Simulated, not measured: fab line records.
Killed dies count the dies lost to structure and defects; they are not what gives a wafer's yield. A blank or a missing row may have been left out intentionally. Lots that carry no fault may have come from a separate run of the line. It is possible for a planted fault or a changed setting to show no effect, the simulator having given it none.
Matching of chambers -- flow sfq_line -- SFQ_TRILAYER_C5_ETCH_VIA_ETCH_154 on rie_diel-04 has 4 sister chambers
The step etches SiO2 in CHF3, stops on Nb, target depth 84 nm. 16 wafers are shown with their chamber, then 7 later ones without.

## WAFERS PAIRED WITH THEIR CHAMBERS
wafer,chamber,drypump_motor_current_A (A),oes_product_au (a.u.)
L555.1,0,5.1,0.908
L555.2,1,4.9,0.896
L555.3,3,6.0,0.899
L557.1,0,5.1,0.902
L557.2,3,6.0,0.896
L557.4,2,5.1,0.894
L560.1,2,5.2,0.895
L560.4,0,5.1,0.907
L560.6,0,5.1,0.908
L561.1,1,4.9,0.892
L561.5,3,6.0,0.914
L561.6,2,5.2,0.906
L564.1,3,6.0,0.879
L564.3,2,5.2,0.902
L569.1,2,5.2,0.897
L569.2,1,4.9,0.884

SIGNATURES (means of the wafers above)
reading,chamber 0,chamber 1,chamber 2,chamber 3,scatter within a chamber
drypump_motor_current_A,5.100,4.900,5.180,6.000,0.0258
oes_product_au,0.90625,0.89067,0.89880,0.89700,0.00827
Rule: a wafer lies at a distance from a chamber equal to the root of the sum of squares, over the readings, of (its reading less the chamber's mean, divided by the reading's scatter). The wafer belongs to the nearest chamber; if the next one is less than 2 further off, it can't be placed. How the scatter is found: for the shown wafers, subtract from each reading the mean of its chamber, square and add these, divide the total by (wafers less chambers), then take the root.

## WAFERS WHOSE CHAMBER IS MISSING
wafer,drypump_motor_current_A (A),oes_product_au (a.u.)
L569.3,6.1,0.886
L573.3,6.0,0.890
L573.4,5.1,0.900
L573.6,6.0,0.897
L575.2,5.1,0.892
L575.3,5.0,0.881
L575.5,5.1,0.895

## CHAMBER TAKEN BY EACH
wafer,from the rows above,in truth
L569.3,3,3
L573.3,3,3
L573.4,0,0
L573.6,3,3
L575.2,can't be placed: 0 or 2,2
L575.3,can't be placed: 1 or 0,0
L575.5,can't be placed: 0 or 2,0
Correctly placed: 4 of 7. These rows do not allow placing 3 (true chamber among the candidates in 3). Number placed wrongly: 0.
